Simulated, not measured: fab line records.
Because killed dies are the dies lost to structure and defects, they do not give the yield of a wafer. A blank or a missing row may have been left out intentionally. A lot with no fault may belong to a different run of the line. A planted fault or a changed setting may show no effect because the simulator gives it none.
fab line records ; flow gf180mcu
record lots=6; wafers=18; last-day=34
route steps=602 shown HV_LDD@212
lots that met no fault: taken from a fault-free run of the same line
start-h: the number of hours between the record's first day and the start of the first shown wafer of the lot ; wait-h: hours since the lot's step before ; " same as the row above ; L1.1+2: one row covering several wafers at once ; - either no value or no given start ; * or withheld: withheld ; < > ~ a bound
route shown NAME@n: NAME is a module with steps in the file, n the number in the route of the first one ; usual: mean and standard deviation over wafers with no fault ; same: alike in all rows ; chamber/n: place in a boat ; sites: the reading at each site ; _std_site: standard deviation of those values ; _edge_site: mean of outer sites minus mean of inner sites ; radius-mm: how far each site lies from the wafer's centre ; mask NAME#n: copy n ; behind: tool/chamber where the wafer was last shaped ; hold: what put the lot on hold/how long, in hours/how the hold closed ; device: which transistor (n, p or np) failed to switch ; end of line: the same wafers' tests at the end of the route ; step lacking rows: just its recipe ; killed: dies lost to structure and defects at the first sort, not the wafer's yield ; map: shows each die of a wafer: x if killed, . if not, _ if none is there
set.NAME: the setting the step ran with; set.NAME@STEP: the setting that earlier step ran with ; model.NAME: the simulator's own value behind a step, which no gauge read
lots at selected steps of the route; one table per step, one row per wafer
services: a tool's chamber out of use, with start hour (start-h, from the record's first day; less than 0 if before it), hours out, and reason
## steps
# step GF_HV_LDD_IMPLANT_36
# recipe species=P; energy-kev=60; dose-cm2=7.5e+12; tilt-deg=30; rotation-deg=270
# step GF_HV_LDD_STRIP_37
# recipe chemistry=O2/N2; power-w=1400; pressure-mtorr=1500; platen-temp-c=250; o2-flow-sccm=3000; n2-flow-sccm=300; overash-fraction=0.5
# usual drypump-motor-current-A=5.85/0.26; heater-power-w=351/35; oes-product-au=0.716/0.0048; strip-time-to-endpoint-s=12.64/0.039
lot.wafer;tool;chamber;start-h;wait-h;drypump-motor-current-A;heater-power-w;oes-product-au;rf-hours-counter-h;strip-time-to-endpoint-s
L777.2;plasma-asher-04;1;252.74;0.1;5.95;393;0.712;61;12.69
L777.3;plasma-asher-04;1;252.74;0.1;5.97;402;0.719;-;12.68
L777.4;plasma-asher-04;0;252.74;0.1;5.88;341;0.711;-;12.68
L787.4;plasma-asher-04;1;332.20;0.1;5.95;411;0.718;-;12.64
L787.5;plasma-asher-04;0;332.20;0.1;5.85;341;0.717;-;12.68
L787.6;plasma-asher-04;1;332.20;0.1;6.00;404;0.713;-;12.70
L788.1;plasma-asher-04;1;341.29;0.1;6.00;395;0.720;70;12.61
L788.2;plasma-asher-04;0;341.29;0.1;5.86;344;0.722;70;12.61
L788.4;plasma-asher-04;1;341.29;0.1;5.99;406;0.720;-;12.64
L798.2;plasma-asher-04;1;418.45;0.1;5.99;400;0.732;77;12.55
L798.4;plasma-asher-04;0;418.45;0.1;5.87;341;0.722;-;12.54
L798.5;plasma-asher-04;0;418.45;0.1;5.87;346;0.716;-;12.58
L799.1;plasma-asher-04;0;424.34;0.1;5.84;341;0.705;78;12.62
L799.2;plasma-asher-04;1;424.34;0.1;5.96;401;0.714;78;12.61
L799.5;plasma-asher-04;0;424.34;0.1;5.85;345;0.715;-;12.62
L800.2;plasma-asher-02;1;433.90;0.1;6.11;370;0.722;62;12.66
L800.3;plasma-asher-02;0;433.90;0.1;5.91;344;0.710;-;12.57
L800.4;plasma-asher-02;1;433.90;0.1;6.09;370;0.720;-;12.61
# step GF_HV_LDD_TW_MEAS_38
# usual HV_LDD_3_TW=1437/11
lot.wafer;tool;chamber;start-h;wait-h;HV_LDD_3_TW
L777.2;film-metro-04;-;252.85;0.1;1447
L777.3;film-metro-04;-;252.85;0.1;1439
L777.4;film-metro-04;-;252.85;0.1;1442
L787.4;film-metro-01;-;332.29;0.1;1418
L787.5;film-metro-01;-;332.29;0.1;1414
L787.6;film-metro-01;-;332.29;0.1;1424
L788.1;film-metro-01;-;341.39;0.1;1421
L788.2;film-metro-01;-;341.39;0.1;1424
L788.4;film-metro-01;-;341.39;0.1;1422
L798.2;film-metro-04;-;418.56;0.1;1448
L798.4;film-metro-04;-;418.56;0.1;1446
L798.5;film-metro-04;-;418.56;0.1;1439
L799.1;film-metro-02;-;424.44;0.1;1440
L799.2;film-metro-02;-;424.44;0.1;1437
L799.5;film-metro-02;-;424.44;0.1;1438
L800.2;film-metro-02;-;434.01;0.1;1443
L800.3;film-metro-02;-;434.01;0.1;1444
L800.4;film-metro-02;-;434.01;0.1;1440
# step GF_HV_LDD_DEHYDRATE_39
# recipe temp-c=200; time-s=60
# step GF_HV_LDD_HMDS_40
# recipe prime-time-s=60; prime-temp-c=120
# step GF_HV_LDD_COAT_41
# recipe resist=NOVOLAK; spin-rpm=3000; resist-thk-nm=1000
# step GF_HV_LDD_SOFTBAKE_42
# recipe temp-c=90; time-s=60; resist=NOVOLAK
# step GF_HV_LDD_EXPOSE_43
# recipe mask-id=Pplus_HV_AREA; target-cd-nm=400; na=0.6; source-shape=conventional; sigma-outer=0.6; dose-mj=140
# step GF_HV_LDD_PEB_44
# recipe temp-c=withheld; time-s=*; resist=NOVOLAK
# step GF_HV_LDD_DEVELOP_45
# recipe develop-time-s=60; dev-temp-c=23
# step GF_HV_LDD_CD_MEAS_46
# recipe target-cd-nm=400
# usual cd-nm=400.1/2.9
lot.wafer;tool;chamber;start-h;wait-h;cd-nm
L777.2;cd-sem-02;-;271.62;0.1;397.9
L777.3;cd-sem-02;-;271.62;0.1;397.1
L777.4;cd-sem-02;-;271.62;0.1;397.8
L787.4;cd-sem-01;-;353.75;0.1;397.7
L787.5;cd-sem-01;-;353.75;0.1;398.7
L787.6;cd-sem-01;-;353.75;0.1;399.3
L788.1;cd-sem-02;-;362.85;0.1;400.2
L788.2;cd-sem-02;-;362.85;0.1;401.0
L788.4;cd-sem-02;-;362.85;0.1;400.1
L798.2;cd-sem-01;-;442.91;0.1;399.9
L798.4;cd-sem-01;-;442.91;0.1;400.5
L798.5;cd-sem-01;-;442.91;0.1;400.0
L799.1;cd-sem-01;-;449.20;0.1;398.9
L799.2;cd-sem-01;-;449.20;0.1;399.3
L799.5;cd-sem-01;-;449.20;0.1;400.1
L800.2;cd-sem-02;-;458.62;0.1;399.5
L800.3;cd-sem-02;-;458.62;0.1;398.9
L800.4;cd-sem-02;-;458.62;0.1;399.4
# step GF_HV_LDD_OVL_MEAS_47
# usual HV_LDD_03_OVL=-0.5/1.3
lot.wafer;tool;chamber;start-h;wait-h;HV_LDD_03_OVL[nm]
L777.2;overlay-02;-;271.72;0.1;-2.4
L777.3;overlay-02;-;271.72;0.1;-1.7
L777.4;overlay-02;-;271.72;0.1;-2.3
L787.4;overlay-01;-;353.83;0.1;-0.1
L787.5;overlay-01;-;353.83;0.1;0.1
L787.6;overlay-01;-;353.83;0.1;0.5
L788.1;overlay-01;-;362.97;0.1;-2.8
L788.2;overlay-01;-;362.97;0.1;-1.3
L788.4;overlay-01;-;362.97;0.1;-1.7
L798.2;overlay-01;-;443.01;0.1;-1.0
L798.4;overlay-01;-;443.01;0.1;0.7
L798.5;overlay-01;-;443.01;0.1;-0.8
L799.1;overlay-02;-;449.32;0.1;-1.0
L799.2;overlay-02;-;449.32;0.1;-1.8
L799.5;overlay-02;-;449.32;0.1;-1.7
L800.2;overlay-01;-;458.72;0.1;-1.5
L800.3;overlay-01;-;458.72;0.1;-2.3
L800.4;overlay-01;-;458.72;0.1;-0.3
# step GF_HV_LDD_IMPLANT_48
# recipe species=B; energy-kev=25; dose-cm2=3e+13; tilt-deg=7
# usual beam-energy-keV=25.000/0.0073; beam-on-s=10.00/0.22
lot.wafer;tool;chamber;start-h;wait-h;beam-energy-keV;beam-on-s
L777.2;implanter-02;0;271.78;0.0;24.995;9.88
L777.3;implanter-02;0;271.78;0.0;24.998;9.85
L777.4;implanter-02;0;271.78;0.0;24.987;10.22
L787.4;implanter-03;-;353.92;0.1;-;-
L787.5;implanter-03;-;353.92;0.1;-;-
L787.6;implanter-03;-;353.92;0.1;-;-
L788.1;implanter-02;-;363.00;0.0;-;-
L788.2;implanter-02;-;363.00;0.0;-;-
L788.4;implanter-02;-;363.00;0.0;-;-
L798.2;implanter-02;0;443.07;0.0;25.003;10.31
L798.4;implanter-02;0;443.07;0.0;25.012;10.18
L798.5;implanter-02;0;443.07;0.0;24.992;10.21
L799.1;implanter-03;0;449.35;0.0;24.998;10.36
L799.2;implanter-03;0;449.35;0.0;25.004;10.03
L799.5;implanter-03;0;449.35;0.0;24.997;10.19
L800.2;implanter-02;0;458.78;0.0;25.009;10.23
L800.3;implanter-02;0;458.78;0.0;25.002;10.21
L800.4;implanter-02;0;458.78;0.0;24.997;10.30
# step GF_HV_LDD_STRIP_49
# recipe chemistry=O2/N2; power-w=1400; pressure-mtorr=1500; platen-temp-c=250; o2-flow-sccm=3000; n2-flow-sccm=300; overash-fraction=0.5
# usual drypump-motor-current-A=5.89/0.24; heater-power-w=354/32; oes-product-au=0.716/0.005; strip-time-to-endpoint-s=12.64/0.036
lot.wafer;tool;chamber;start-h;wait-h;drypump-motor-current-A;heater-power-w;oes-product-au;rf-hours-counter-h;strip-time-to-endpoint-s
L777.2;plasma-asher-03;1;271.92;0.1;5.24;291;0.719;64;12.56
L777.3;plasma-asher-03;0;271.92;0.1;6.06;321;0.720;-;12.56
L777.4;plasma-asher-03;1;271.92;0.1;5.27;293;0.712;-;12.56
L787.4;plasma-asher-04;1;354.03;0.1;5.96;404;0.715;-;12.66
L787.5;plasma-asher-04;0;354.03;0.1;5.87;350;0.726;-;12.61
L787.6;plasma-asher-04;1;354.03;0.1;5.97;397;0.706;-;12.64
L788.1;plasma-asher-04;1;363.15;0.1;5.96;399;0.714;72;12.63
L788.2;plasma-asher-04;0;363.15;0.1;5.86;342;0.714;72;12.64
L788.4;plasma-asher-04;1;363.15;0.1;5.98;399;0.726;-;12.65
L798.2;plasma-asher-04;0;443.19;0.1;5.85;344;0.723;80;12.61
L798.4;plasma-asher-04;1;443.19;0.1;5.95;403;0.721;-;12.62
L798.5;plasma-asher-04;1;443.19;0.1;5.96;403;0.716;-;12.64
L799.1;plasma-asher-02;0;449.50;0.1;5.92;343;0.718;63;12.70
L799.2;plasma-asher-02;1;449.50;0.1;6.08;369;0.718;63;12.64
L799.5;plasma-asher-02;0;449.50;0.1;5.94;342;0.717;-;12.64
L800.2;plasma-asher-04;1;458.90;0.1;5.95;401;0.722;82;12.60
L800.3;plasma-asher-04;1;458.90;0.1;5.96;404;0.709;-;12.59
L800.4;plasma-asher-04;0;458.90;0.1;5.86;342;0.721;-;12.60
# step GF_HV_LDD_TW_MEAS_50
# usual HV_LDD_4_TW=569/4.7
lot.wafer;tool;chamber;start-h;wait-h;HV_LDD_4_TW
L777.2;film-metro-04;-;272.03;0.1;569
L777.3;film-metro-04;-;272.03;0.1;572
L777.4;film-metro-04;-;272.03;0.1;570
L787.4;film-metro-04;-;354.12;0.1;30
L787.5;film-metro-04;-;354.12;0.1;30
L787.6;film-metro-04;-;354.12;0.1;30
L788.1;film-metro-04;-;363.25;0.1;30
L788.2;film-metro-04;-;363.25;0.1;30
L788.4;film-metro-04;-;363.25;0.1;30
L798.2;film-metro-02;-;443.30;0.1;573
L798.4;film-metro-02;-;443.30;0.1;577
L798.5;film-metro-02;-;443.30;0.1;571
L799.1;film-metro-04;-;449.60;0.1;572
L799.2;film-metro-04;-;449.60;0.1;569
L799.5;film-metro-04;-;449.60;0.1;571
L800.2;film-metro-04;-;459.01;0.1;569
L800.3;film-metro-04;-;459.01;0.1;575
L800.4;film-metro-04;-;459.01;0.1;570
# step GF_HV_LDD_CLEAN_51
# recipe chemistry=SC1/SC2; mix=1:4:20; temp-c=70; time-s=150; dry=n2-spin
## services
tool;chamber;start-h;hours;kind
implanter-02;-;241.97;3.6;repair
plasma-asher-02;-;260.85;18.8;repair
implanter-02;-;266.59;5.1;repair
plasma-asher-04;-;271.63;3.5;repair
plasma-asher-02;-;276.27;0.8;repair
implanter-02;-;279.20;3.8;pm
plasma-asher-02;-;289.55;1.9;repair
implanter-02;-;295.65;4.7;repair
implanter-02;-;316.01;3.3;repair
plasma-asher-03;-;336.43;11.6;pm
implanter-03;-;348.09;2.0;repair
plasma-asher-04;-;356.59;5.7;repair
plasma-asher-03;-;374.18;0.6;repair
implanter-03;-;398.20;3.3;pm
plasma-asher-02;-;415.58;7.5;repair
plasma-asher-03;-;421.25;9.0;pm
plasma-asher-03;0;421.25;9.0;vent-cycle
plasma-asher-03;1;421.25;9.0;vent-cycle
plasma-asher-03;0;430.25;-;clean
plasma-asher-03;1;430.25;-;clean
plasma-asher-02;-;456.65;4.6;repair
## key
first-sign step=GF_HV_LDD_IMPLANT_48; reading=tool-record; direction=missing
effect step=GF_HV_LDD_TW_MEAS_50; reading=HV_LDD_4_TW; direction=down; sigmas=99+; usual=569; struck=30
met-at GF_HV_LDD_IMPLANT_48
struck-wafers L787.4,L787.5,L787.6,L788.1,L788.2,L788.4
later-rows-left-out L787.4,L787.5,L787.6,L788.1,L788.2,L788.4
sort-left-out L787.4,L787.5,L787.6,L788.1,L788.2,L788.4
tester-left-out L787,L788
onset-between 271.78 353.92
fault kind=skipped-step-whole; tool=implanter-02,implanter-03; chamber=-; onset-h=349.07; steps=GF_HV_LDD_IMPLANT_48; scope=struck-lots-only
# tester-left-out: of these lots the tester's yield and bins aren't shown, on N5 and GAA mostly nor the transistor test; their killed dies are dies lost to structure and defects alone, not to doping, threshold or leakage, so they don't give the yield
# sort-left-out: the simulated sort isn't trusted on such a fault, so these wafers' sort isn't shown, and their yield isn't known
# later-rows-left-out: the simulator's readings of these wafers behind a module that went badly wrong aren't trusted and aren't shown, but for the sort
